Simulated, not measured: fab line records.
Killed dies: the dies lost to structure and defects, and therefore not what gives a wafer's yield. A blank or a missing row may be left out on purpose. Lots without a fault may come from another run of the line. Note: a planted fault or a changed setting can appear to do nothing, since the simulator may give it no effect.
fab line records | flow sky130
record: lots: 14 | wafers: 42 | last_day: 50
route steps=708 shown VIA3@576 METAL4@601 CAP2M@603
lots with no fault: from the same line, run without faults
start_h: hours from the record's first day to the start of the lot's first wafer shown | wait_h: hours from the lot's prior step to this one | " the same as in the row above | L1.1+2: one row covering several wafers at once | - no value present, or no start provided | * or withheld: withheld | < > ~ a bound
route shown NAME@n: names a module that has steps shown in the file, with the first one's number in the route | usual: average and standard deviation across the fault-free wafers | same: alike in all rows | chamber/n: place in a boat | sites: the reading at each site | _std_site: standard deviation across them | _edge_site: inner sites' mean taken away from outer sites' mean | radius_mm: for every site, how far away it sits from the centre of the wafer | mask NAME#n: copy n | behind: tool/chamber where the wafer was last shaped | hold: why the lot was held/for how many hours/how that ended | device: which transistor (n, p or np) failed to switch | end of line: the route-end tests of the same wafers | a step with no rows: only its recipe | killed: not the wafer's yield, but the dies lost to structure and defects at the first sort | map: shows each die of a wafer: x if killed, . if not, _ if none is there
set.NAME: the setting as run; set.NAME@STEP: as run at that earlier step | model.NAME: the simulator's own value behind a step, which no gauge read
steps of the route over a sample of lots; a table a step, a row a wafer
services: the hour from which a tool's chamber was out of use, counted from the record's first day as start_h (under 0 if before that day), plus the number of hours and why
== steps ==
step: SKY_VIA3_BOW_MEAS_03
recipe: mode: bow
usual: VIA3_BOW: 82/9.5
lot.wafer | tool          | chamber | start_h | wait_h | VIA3_BOW[um]
L846.2    | film_metro-01 | -       | 895.34  | 0.3    | 71
L846.3    | "             | -       | "       | "      | 62
L846.6    | "             | -       | "       | "      | 74
L847.1    | film_metro-01 | -       | 909.80  | 0.2    | 81
L847.5    | "             | -       | "       | "      | 79
L847.6    | "             | -       | "       | "      | 62
L850.1    | film_metro-02 | -       | 933.50  | 0.2    | 69
L850.2    | "             | -       | "       | "      | 84
L850.3    | "             | -       | "       | "      | 80
L851.4    | film_metro-03 | -       | 937.95  | 0.2    | 86
L851.5    | "             | -       | "       | "      | 88
L851.6    | "             | -       | "       | "      | 95
L852.1    | film_metro-03 | -       | 939.68  | 0.1    | 89
L852.3    | "             | -       | "       | "      | 85
L852.6    | "             | -       | "       | "      | 82
L853.3    | film_metro-03 | -       | 948.94  | 0.3    | 90
L853.4    | "             | -       | "       | "      | 81
L853.5    | "             | -       | "       | "      | 80
L855.1    | film_metro-02 | -       | 967.09  | 0.1    | 91
L855.2    | "             | -       | "       | "      | 97
L855.3    | "             | -       | "       | "      | 77
L856.4    | film_metro-01 | -       | 978.05  | 0.3    | 88
L856.5    | "             | -       | "       | "      | 94
L856.6    | "             | -       | "       | "      | 87
L857.3    | film_metro-01 | -       | 982.09  | 0.2    | 77
L857.4    | "             | -       | "       | "      | 86
L857.6    | "             | -       | "       | "      | 81
L858.3    | film_metro-02 | -       | 990.86  | 0.3    | 76
L858.5    | "             | -       | "       | "      | 85
L858.6    | "             | -       | "       | "      | 90
L859.3    | film_metro-03 | -       | 996.68  | 0.1    | 79
L859.5    | "             | -       | "       | "      | 89
L859.6    | "             | -       | "       | "      | 73
L864.1    | film_metro-03 | -       | 1026.13 | 0.1    | 97
L864.3    | "             | -       | "       | "      | 94
L864.6    | "             | -       | "       | "      | 87
L863.1    | film_metro-03 | -       | 1029.62 | 0.1    | 75
L863.4    | "             | -       | "       | "      | 81
L863.6    | "             | -       | "       | "      | 83
L869.2    | film_metro-03 | -       | 1054.06 | 0.2    | 83
L869.4    | "             | -       | "       | "      | 77
L869.6    | "             | -       | "       | "      | 69
step: SKY_VIA3_OVL_MEAS_13
usual: VIA3_OVL: -1/5.9
lot.wafer | tool       | chamber | start_h | wait_h | VIA3_OVL[nm]
L846.2    | overlay-01 | -       | 920.82  | 0.1    | -2
L846.3    | "          | -       | "       | "      | 1
L846.6    | "          | -       | "       | "      | -5
L847.1    | overlay-01 | -       | 934.36  | 0.1    | 0
L847.5    | "          | -       | "       | "      | -2
L847.6    | "          | -       | "       | "      | -2
L850.1    | overlay-01 | -       | 958.22  | 0.1    | 6
L850.2    | "          | -       | "       | "      | 2
L850.3    | "          | -       | "       | "      | 4
L851.4    | overlay-02 | -       | 962.28  | 0.1    | -15
L851.5    | "          | -       | "       | "      | -9
L851.6    | "          | -       | "       | "      | -14
L852.1    | overlay-02 | -       | 963.67  | 0.1    | 8
L852.3    | "          | -       | "       | "      | 9
L852.6    | "          | -       | "       | "      | -5
L853.3    | overlay-01 | -       | 973.23  | 0.1    | -5
L853.4    | "          | -       | "       | "      | -15
L853.5    | "          | -       | "       | "      | -5
L855.1    | overlay-01 | -       | 991.08  | 0.1    | -5
L855.2    | "          | -       | "       | "      | -4
L855.3    | "          | -       | "       | "      | -5
L856.4    | overlay-01 | -       | 1001.85 | 0.1    | -5
L856.5    | "          | -       | "       | "      | 1
L856.6    | "          | -       | "       | "      | -6
L857.3    | overlay-01 | -       | 1006.17 | 0.1    | 15
L857.4    | "          | -       | "       | "      | 12
L857.6    | "          | -       | "       | "      | 8
L858.3    | overlay-01 | -       | 1014.07 | 0.1    | 6
L858.5    | "          | -       | "       | "      | 5
L858.6    | "          | -       | "       | "      | 1
L859.3    | overlay-01 | -       | 1020.69 | 0.1    | -3
L859.5    | "          | -       | "       | "      | 0
L859.6    | "          | -       | "       | "      | -8
L864.1    | overlay-01 | -       | 1048.96 | 0.1    | -2
L864.3    | "          | -       | "       | "      | -4
L864.6    | "          | -       | "       | "      | -2
L863.1    | overlay-02 | -       | 1051.72 | 0.1    | -3
L863.4    | "          | -       | "       | "      | 2
L863.6    | "          | -       | "       | "      | 0
L869.2    | overlay-02 | -       | 1075.04 | 0.1    | 12
L869.4    | "          | -       | "       | "      | 6
L869.6    | "          | -       | "       | "      | 4
step: SKY_METAL4_SPUTTER_03
recipe: material: Ti | target_thk_nm: 5 | power_w: 3000 | time_s: 3.3 | chamber_pressure_pa: 0.4
usual: cathode_dc_power_W: 3000.0/0.54 | chamber_pressure_pa: 0.4000/0.00078 | throttle_valve_pct: 30.0/1.5
lot.wafer | tool           | chamber | start_h | wait_h | cathode_dc_power_W | chamber_pressure_pa | throttle_valve_pct
L846.2    | pvd_sputter-02 | -       | 922.29  | 0.0    | 3000.3             | 0.4006              | 29.4
L846.3    | "              | -       | "       | "      | 2999.9             | 0.4005              | 31.3
L846.6    | "              | -       | "       | "      | 2998.7             | 0.4005              | 29.2
L847.1    | pvd_sputter-01 | -       | 935.85  | 0.0    | 3000.1             | 0.3999              | 32.1
L847.5    | "              | -       | "       | "      | 3000.3             | 0.4003              | 32.0
L847.6    | "              | -       | "       | "      | 2999.9             | 0.3994              | 30.0
L850.1    | pvd_sputter-01 | -       | 959.70  | 0.0    | 2999.7             | 0.4001              | 27.6
L850.2    | "              | -       | "       | "      | 2999.4             | 0.4007              | 32.0
L850.3    | "              | -       | "       | "      | 3000.0             | 0.4000              | 30.0
L851.4    | pvd_sputter-01 | -       | 963.74  | 0.0    | 3000.8             | 0.3997              | 27.5
L851.5    | "              | -       | "       | "      | 2999.3             | 0.3991              | 31.0
L851.6    | "              | -       | "       | "      | 2999.3             | 0.4000              | 27.6
L852.1    | pvd_sputter-02 | -       | 965.15  | 0.0    | 2999.6             | 0.4011              | 31.3
L852.3    | "              | -       | "       | "      | 2999.6             | 0.4005              | 29.4
L852.6    | "              | -       | "       | "      | 3000.6             | 0.4007              | 27.9
L853.3    | pvd_sputter-02 | -       | 974.74  | 0.0    | 3000.5             | 0.3998              | 31.4
L853.4    | "              | -       | "       | "      | 3000.6             | 0.4006              | 27.9
L853.5    | "              | -       | "       | "      | 2999.5             | 0.3994              | 29.2
L855.1    | pvd_sputter-03 | -       | 992.90  | 0.0    | 2999.9             | 0.3974              | 30.6
L855.2    | "              | -       | "       | "      | 3001.0             | 0.3999              | 30.1
L855.3    | "              | -       | "       | "      | 3000.3             | 0.4007              | 29.9
L856.4    | pvd_sputter-02 | -       | 1003.32 | 0.0    | 2999.7             | 0.3995              | 27.8
L856.5    | "              | -       | "       | "      | 3000.3             | 0.4000              | 30.5
L856.6    | "              | -       | "       | "      | 3001.2             | 0.3998              | 31.3
L857.3    | pvd_sputter-01 | -       | 1007.89 | 0.0    | 2999.5             | 0.3992              | 30.1
L857.4    | "              | -       | "       | "      | 2999.4             | 0.4001              | 27.7
L857.6    | "              | -       | "       | "      | 2999.2             | 0.4018              | 31.1
L858.3    | pvd_sputter-03 | -       | 1015.72 | 0.0    | 2999.2             | 0.4004              | 30.4
L858.5    | "              | -       | "       | "      | 3000.5             | 0.4005              | 29.9
L858.6    | "              | -       | "       | "      | 3001.6             | 0.3998              | 30.1
L859.3    | pvd_sputter-02 | -       | 1022.17 | 0.0    | 3000.8             | 0.3994              | 27.8
L859.5    | "              | -       | "       | "      | 3000.5             | 0.4006              | 31.5
L859.6    | "              | -       | "       | "      | 2999.3             | 0.4002              | 27.9
L864.1    | pvd_sputter-02 | -       | 1050.44 | 0.0    | -                  | -                   | -
L864.3    | "              | -       | "       | "      | -                  | -                   | -
L864.6    | "              | -       | "       | "      | -                  | -                   | -
L863.1    | pvd_sputter-02 | -       | 1053.24 | 0.0    | -                  | -                   | -
L863.4    | "              | -       | "       | "      | -                  | -                   | -
L863.6    | "              | -       | "       | "      | -                  | -                   | -
L869.2    | pvd_sputter-02 | -       | 1076.52 | 0.0    | 3000.1             | 0.4009              | 29.4
L869.4    | "              | -       | "       | "      | 3000.3             | 0.4008              | 30.5
L869.6    | "              | -       | "       | "      | 2999.3             | 0.4001              | 31.4
step: SKY_CAP2M_CVD_00
recipe: material: SiO2 | target_thk_nm: 15.5 | temp_c: 400 | time_s: withheld | rf_w: 450
usual: heater_power_w: 709/86 | rf_fwd_power_W: 441.5/2.6
lot.wafer | tool     | chamber | start_h | wait_h | heater_power_w | rf_fwd_power_W
L846.2    | pecvd-03 | 1       | 922.36  | 0.0    | 659            | 441.5
L846.3    | "        | 2       | "       | "      | 639            | 441.3
L846.6    | "        | 0       | "       | "      | 689            | 445.1
L847.1    | pecvd-01 | 2       | 935.91  | 0.0    | 728            | 444.5
L847.5    | "        | 2       | "       | "      | 733            | 444.2
L847.6    | "        | 1       | "       | "      | 695            | 443.5
L850.1    | pecvd-03 | 1       | 959.77  | 0.0    | 718            | 438.9
L850.2    | "        | 0       | "       | "      | 690            | 444.1
L850.3    | "        | 2       | "       | "      | 548            | 445.4
L851.4    | pecvd-03 | 1       | 963.82  | 0.0    | 751            | 438.4
L851.5    | "        | 0       | "       | "      | 706            | 444.7
L851.6    | "        | 2       | "       | "      | 630            | 441.8
L852.1    | pecvd-01 | 2       | 965.21  | 0.0    | 705            | 442.9
L852.3    | "        | 2       | "       | "      | 712            | 442.0
L852.6    | "        | 2       | "       | "      | 722            | 443.3
L853.3    | pecvd-02 | 1       | 974.80  | 0.0    | 745            | 441.0
L853.4    | "        | 0       | "       | "      | 823            | 439.1
L853.5    | "        | 1       | "       | "      | 728            | 438.6
L855.1    | pecvd-03 | 1       | 992.97  | 0.0    | 719            | 439.4
L855.2    | "        | 0       | "       | "      | 716            | 445.3
L855.3    | "        | 2       | "       | "      | 595            | 441.1
L856.4    | pecvd-03 | 2       | 1003.39 | 0.0    | 566            | 444.2
L856.5    | "        | 2       | "       | "      | 558            | 441.4
L856.6    | "        | 0       | "       | "      | 660            | 445.7
L857.3    | pecvd-01 | 2       | 1007.96 | 0.0    | 732            | 443.6
L857.4    | "        | 0       | "       | "      | 904            | 439.2
L857.6    | "        | 2       | "       | "      | 728            | 442.1
L858.3    | pecvd-02 | 0       | 1015.79 | 0.0    | 837            | 437.1
L858.5    | "        | 2       | "       | "      | 694            | 445.2
L858.6    | "        | 1       | "       | "      | 720            | 439.9
L859.3    | pecvd-02 | 0       | 1022.24 | 0.0    | 852            | 437.1
L859.5    | "        | 2       | "       | "      | 660            | 445.8
L859.6    | "        | 0       | "       | "      | 831            | 437.0
L864.1    | pecvd-01 | 2       | 1050.51 | 0.0    | 683            | 444.5
L864.3    | "        | 1       | "       | "      | 648            | 444.2
L864.6    | "        | 1       | "       | "      | 659            | 441.7
L863.1    | pecvd-01 | 2       | 1053.30 | 0.0    | 696            | 443.8
L863.4    | "        | 1       | "       | "      | 656            | 444.1
L863.6    | "        | 2       | "       | "      | 688            | 443.1
L869.2    | pecvd-02 | 2       | 1076.58 | 0.0    | 732            | 440.4
L869.4    | "        | 0       | "       | "      | 721            | 438.3
L869.6    | "        | 2       | "       | "      | 701            | 442.0
== services ==
tool           | chamber | start_h | hours | kind
pvd_sputter-02 | -       | 903.76  | 0.9   | repair
pvd_sputter-03 | -       | 911.61  | 21.2  | repair
pvd_sputter-01 | -       | 914.43  | 2.3   | repair
pecvd-01       | 1       | 964.15  | 5.5   | scheduled_down
pvd_sputter-01 | -       | 993.96  | 13.2  | repair
pecvd-03       | 1       | 999.38  | -     | clean
pecvd-03       | 1       | 999.38  | -     | consumable_replace:showerhead
pecvd-03       | 1       | 999.38  | 29.0  | scheduled_down
pecvd-03       | 1       | 999.38  | 29.0  | vent_cycle
pecvd-02       | 2       | 1007.72 | 5.5   | scheduled_down
pvd_sputter-02 | -       | 1018.58 | 2.1   | repair
pecvd-03       | 1       | 1041.04 | 5.5   | scheduled_down
pecvd-01       | -       | 1046.92 | 2.8   | pm
pecvd-02       | 0       | 1060.20 | 2.1   | scheduled_down
== key ==
first_sign: step: SKY_METAL4_SPUTTER_03 | reading: tool_record | direction: missing
effect none on later readings
met_at SKY_METAL4_SPUTTER_03
struck_lots L863,L864
later_rows_left_out L863.1,L863.4,L863.6,L864.1,L864.3,L864.6
sort_left_out L863.1,L863.4,L863.6,L864.1,L864.3,L864.6
not_acting_at SKY_VIA3_BOW_MEAS_03,SKY_VIA3_OVL_MEAS_13,SKY_CAP2M_CVD_00
onset_between 1022.17 1050.44
fault: kind: skipped_step_whole | tool: pvd_sputter-02 | chamber: - | onset_h: 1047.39 | steps: SKY_METAL4_SPUTTER_03 | scope: struck_lots_only
sort_left_out: the simulated sort isn't trusted on such a fault, so these wafers' sort isn't shown, and their yield isn't known
later_rows_left_out: the simulator's readings of these wafers behind a module that went badly wrong aren't trusted and aren't shown, but for the sort
